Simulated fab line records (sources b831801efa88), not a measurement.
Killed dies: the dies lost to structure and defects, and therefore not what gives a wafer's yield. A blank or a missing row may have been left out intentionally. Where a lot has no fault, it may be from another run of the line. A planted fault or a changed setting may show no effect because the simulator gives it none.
The same fault as seen by 2 desks || flow gf180mcu || numbers are kept per desk, each desk with only its own; the story behind them comes last

== THE METROLOGY DESK ==
What the gauges read for every lot (on any tool): the sampled wafers with a number, averaged. Marked OUT: a lot whose mean sits more than 4 standard deviations from the usual mean, which makes it out of limits; the brackets give that distance.
Columns: A = cd-nm at GF_V4_CD_MEAS_14, usual 259.9 nm; B = V4_OVL at GF_V4_OVL_MEAS_15, usual 1 nm
{"lot": "L501", "first seen here": "day 26 01:02", "A": 258.3, "B": 1}
{"lot": "L503", "first seen here": "day 27 08:26", "A": 260.0, "B": -0}
{"lot": "L511", "first seen here": "day 29 09:35", "A": 258.8, "B": -5}
{"lot": "L514", "first seen here": "day 29 23:21", "A": 260.0, "B": 2}
{"lot": "L517", "first seen here": "day 30 21:01", "A": 262.1, "B": -2}
Result from this desk: across the 5 lots, nothing is out of limits.

== DESK OF THE TOOL OWNER: pvd-sputter-01 ==
At GF_V4_SPUTTER_22 (material TiN, target thk 10 nm, time 40 s) the tool's own readings: per lot run on this tool, the mean of the sampled wafers that have a number. Marked OUT: a lot whose mean sits more than 4 standard deviations from the usual mean, which makes it out of limits; the brackets give that distance.
Columns: A = chamber-pressure-pa at GF_V4_SPUTTER_22, usual 4.999 Pa; B = throttle-valve-pct at GF_V4_SPUTTER_22, usual 30.0 %
{"lot": "L501", "first seen here": "day 26 01:58", "A": 4.995, "B": 30.0}
{"lot": "L503", "first seen here": "day 27 09:17", "A": "4.817 (-15) OUT", "B": 31.2}
{"lot": "L517", "first seen here": "day 30 21:53", "A": 4.991, "B": 31.3}
This desk's verdict: out of limits on L503, starting with L503 at day 27 09:17 (chamber-pressure-pa at GF_V4_SPUTTER_22). In limits: L501, L517.

== ALL TOGETHER ==
The tool owner's desk had the chance to raise an alarm at day 27 09:17 on L503.
At the metrology desk, nothing out of limits was observed.
The metrology desk has L503 on record, within its limits.
Of the lots named, all ran GF_V4_SPUTTER_22 on pvd-sputter-01.

== WHAT HAD BEEN PUT IN BY THE SIMULATOR ==
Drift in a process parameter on pvd-sputter-01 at GF_V4_SPUTTER_22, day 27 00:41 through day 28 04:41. From 5, the setting chamber-pressure-pa moved by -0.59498. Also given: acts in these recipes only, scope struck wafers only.
Lots struck among those shown: L503.
Time in hours from fault onset to the first out-of-limits reading at each desk: the tool owner's desk, 9.
